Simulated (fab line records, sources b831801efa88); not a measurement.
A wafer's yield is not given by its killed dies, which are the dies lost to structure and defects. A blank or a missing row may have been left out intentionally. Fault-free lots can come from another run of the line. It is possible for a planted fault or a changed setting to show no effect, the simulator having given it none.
Which tool was responsible? | flow sky130 | Sampling: 11 lots, 33 wafers, 6 of 708 route steps

WHAT THE GAUGES READ, wafer by wafer
SKY_GATE_OXIDE_OVL_MEAS_10. Usual: for GATE_OXIDE_OVL the level is -0.1 nm and the standard deviation is 1.3.
lot  | measured     | on         | GATE_OXIDE_OVL (nm) | flag
L828 | day 13 16:41 | overlay-02 | -1.7 -2.2 -2.1      |
L830 | day 14 07:38 | overlay-01 | -0.9 0.3 -1.1       |
L831 | day 14 16:59 | overlay-02 | - - -               | OFF
L842 | day 18 14:45 | overlay-02 | 0.8 0.6 -0.8        |
L843 | day 19 12:17 | overlay-01 | 2.1 -0.8 1.5        |
L844 | day 19 19:11 | overlay-02 | -1.1 -2.3 -1.2      |
L846 | day 20 08:47 | overlay-01 | 2.9 2.5 1.2         |
L847 | day 20 10:35 | overlay-01 | 0.4 0.2 0.2         |
L848 | day 20 20:41 | overlay-02 | 1.5 1.3 1.4         |
L849 | day 21 04:11 | overlay-01 | 1.3 1.9 1.4         |
L851 | day 21 19:41 | overlay-01 | 1.2 0.4 -0.8        |

SKY_GATE_OXIDE_TW_MEAS_14. Usual: for GATE_OXIDE_TW the level is 223.3 and the standard deviation is 1.2.
lot  | measured     | on            | GATE_OXIDE_TW     | flag
L828 | day 13 17:15 | film metro-01 | 221.8 223.6 223.8 |
L830 | day 14 08:08 | film metro-01 | 224.0 224.4 223.4 |
L831 | day 14 17:23 | film metro-02 | 29.6 29.8 29.8    | OFF
L842 | day 18 15:08 | film metro-01 | 221.4 222.3 223.5 |
L843 | day 19 12:41 | film metro-03 | 224.7 224.5 224.7 |
L844 | day 19 19:40 | film metro-01 | 222.4 223.5 223.6 |
L846 | day 20 09:10 | film metro-03 | 225.2 224.1 224.0 |
L847 | day 20 10:59 | film metro-03 | 223.3 224.0 223.2 |
L848 | day 20 21:05 | film metro-03 | 224.1 224.6 224.8 |
L849 | day 21 04:35 | film metro-01 | 223.5 223.9 221.4 |
L851 | day 21 20:04 | film metro-03 | 222.6 222.8 224.5 |

SKY_LI_CONTACT_THK_MEAS_23: measures by xrf. Usual: for LI_CONTACT_W_THK the level is 407 nm and the standard deviation is 7.1.
lot  | measured     | on            | LI_CONTACT_W_THK (nm) | flag
L828 | day 29 01:31 | film metro-03 | 406 408 397           |
L830 | day 29 17:09 | film metro-01 | 413 398 402           |
L842 | day 33 16:49 | film metro-04 | 413 412 413           |
L843 | day 34 09:10 | film metro-01 | 400 406 416           |
L844 | day 34 16:00 | film metro-01 | 406 401 405           |
L846 | day 35 02:31 | film metro-03 | 407 399 405           |
L847 | day 35 08:05 | film metro-03 | 414 398 411           |
L848 | day 35 12:36 | film metro-01 | 418 406 422           |
L849 | day 35 22:43 | film metro-01 | 403 405 401           |
L851 | day 36 09:04 | film metro-01 | 413 411 416           |

WHICH TOOL RAN EACH LOT (tool, then ch and the chambers of the sampled wafers, then the start)
lot  | SKY_GATE_OXIDE_EXPOSE_07            | SKY_LDD_N_STRIP_16                   | SKY_LI_CONTACT_SPUTTER_20
L828 | iline stepper-01 ch 0, day 13 03:41 | plasma asher-01 ch 0, day 17 14:37   | pvd sputter-04, day 29 01:11
L830 | iline stepper-01 ch 0, day 13 19:32 | plasma asher-04 ch 0,1, day 18 05:46 | pvd sputter-04, day 29 16:50
L831 | iline stepper-01 ch 0, day 14 03:32 | -                                    | -
L842 | iline stepper-02 ch 0, day 18 00:21 | plasma asher-04 ch 0,1, day 22 19:29 | pvd sputter-02, day 33 16:29
L843 | iline stepper-01 ch 0, day 18 20:46 | plasma asher-04 ch 0, day 23 16:07   | pvd sputter-04, day 34 08:52
L844 | iline stepper-01 ch 0, day 19 03:50 | plasma asher-04 ch 0,1, day 23 22:41 | pvd sputter-04, day 34 15:41
L846 | iline stepper-01 ch 0, day 19 17:07 | plasma asher-04 ch 0,1, day 24 11:01 | pvd sputter-02, day 35 02:13
L847 | iline stepper-02 ch 0, day 19 19:38 | plasma asher-01 ch 0,1, day 24 15:40 | pvd sputter-01, day 35 07:46
L848 | iline stepper-01 ch 0, day 20 05:15 | plasma asher-04 ch 0,1, day 24 23:35 | pvd sputter-02, day 35 12:17
L849 | iline stepper-01 ch 0, day 20 13:10 | plasma asher-04 ch 0,1, day 25 08:02 | pvd sputter-04, day 35 22:23
L851 | iline stepper-02 ch 0, day 21 05:13 | plasma asher-02 ch 0,1, day 25 20:23 | pvd sputter-04, day 36 08:46
- SKY_GATE_OXIDE_EXPOSE_07: exposes mask LVOM, target cd 600 nm.
- SKY_LDD_N_STRIP_16: strips in O2/N2.
- SKY_LI_CONTACT_SPUTTER_20: material TiN, target thk 20 nm, time 80 s.

AS READ BY THE TOOLS THEMSELVES (means over the sampled wafers that have a number; for cases with no such wafer, the mark the record gives instead)
SKY_GATE_OXIDE_EXPOSE_07. Usual: stage vel mm s 499.96 mm/s, standard deviation 0.27.
lot  | tool             | stage vel mm s (mm/s) | flag
L828 | iline stepper-01 | 500.11                |
L830 | iline stepper-01 | 499.72                |
L831 | iline stepper-01 | 500.02                |
L842 | iline stepper-02 | 500.26                |
L843 | iline stepper-01 | 500.12                |
L844 | iline stepper-01 | 500.03                |
L846 | iline stepper-01 | 499.64                |
L847 | iline stepper-02 | 500.02                |
L848 | iline stepper-01 | 499.81                |
L849 | iline stepper-01 | 500.29                |
L851 | iline stepper-02 | 499.54                |

SKY_LDD_N_STRIP_16. Usual: drypump motor current A 5.40 A, standard deviation 0.29; oes product au 0.406 a.u., standard deviation 0.0043; strip time to endpoint s 4.313 s, standard deviation 0.015.
lot  | tool            | drypump motor current A (A) | oes product au (a.u.) | strip time to endpoint s (s) | flag
L828 | plasma asher-01 | 5.92                        | 0.404                 | 4.321                        |
L830 | plasma asher-04 | 5.54                        | 0.402                 | 4.309                        |
L842 | plasma asher-04 | 5.52                        | 0.411                 | 4.305                        |
L843 | plasma asher-04 | 5.54                        | 0.407                 | 4.308                        |
L844 | plasma asher-04 | 5.53                        | 0.409                 | 4.305                        |
L846 | plasma asher-04 | 5.53                        | 0.411                 | 4.301                        |
L847 | plasma asher-01 | 5.73                        | 0.409                 | 4.300                        |
L848 | plasma asher-04 | 5.53                        | 0.406                 | 4.325                        |
L849 | plasma asher-04 | 5.54                        | 0.408                 | 4.316                        |
L851 | plasma asher-02 | 5.07                        | 0.406                 | 4.315                        |

SKY_LI_CONTACT_SPUTTER_20. Usual: throttle valve pct reads 30.0 % (standard deviation 1.1).
lot  | tool           | throttle valve pct (%) | flag
L828 | pvd sputter-04 | 31.4                   |
L830 | pvd sputter-04 | 30.8                   |
L842 | pvd sputter-02 | 30.0                   |
L843 | pvd sputter-04 | 30.4                   |
L844 | pvd sputter-04 | 31.0                   |
L846 | pvd sputter-02 | 29.4                   |
L847 | pvd sputter-01 | 29.9                   |
L848 | pvd sputter-02 | 29.3                   |
L849 | pvd sputter-04 | 29.8                   |
L851 | pvd sputter-04 | 31.0                   |

THE ANSWER, worked out from the rows above alone
Rule: a lot is off if the mean of its wafers that have a number lies more than 3 standard deviations from the usual mean. Also off: a lot with no number at a reading for which 4 or more lots have one. Where the step has rows for the other lots, those lots are counted as sound. After the gauges, taken in route order, come the tools' own readings; for these a lot's mean is taken, as printed above. At the first step where some lot is off, the reading lying furthest off is the one used; lots without a number count as furthest.
Off: at SKY_GATE_OXIDE_OVL_MEAS_10 (GATE_OXIDE_OVL), L831. Without a number there: L831.
A tool fits if, at a process step before that reading, it ran every lot that is off, and no sound lot after the first of them. The gauges at SKY_GATE_OXIDE_OVL_MEAS_10 aren't tried: what is off there is off at SKY_GATE_OXIDE_TW_MEAS_14 too, on other tools, and a gauge's error can't cause that. None of those tried fits.

WHAT HAD BEEN PUT IN BY THE SIMULATOR
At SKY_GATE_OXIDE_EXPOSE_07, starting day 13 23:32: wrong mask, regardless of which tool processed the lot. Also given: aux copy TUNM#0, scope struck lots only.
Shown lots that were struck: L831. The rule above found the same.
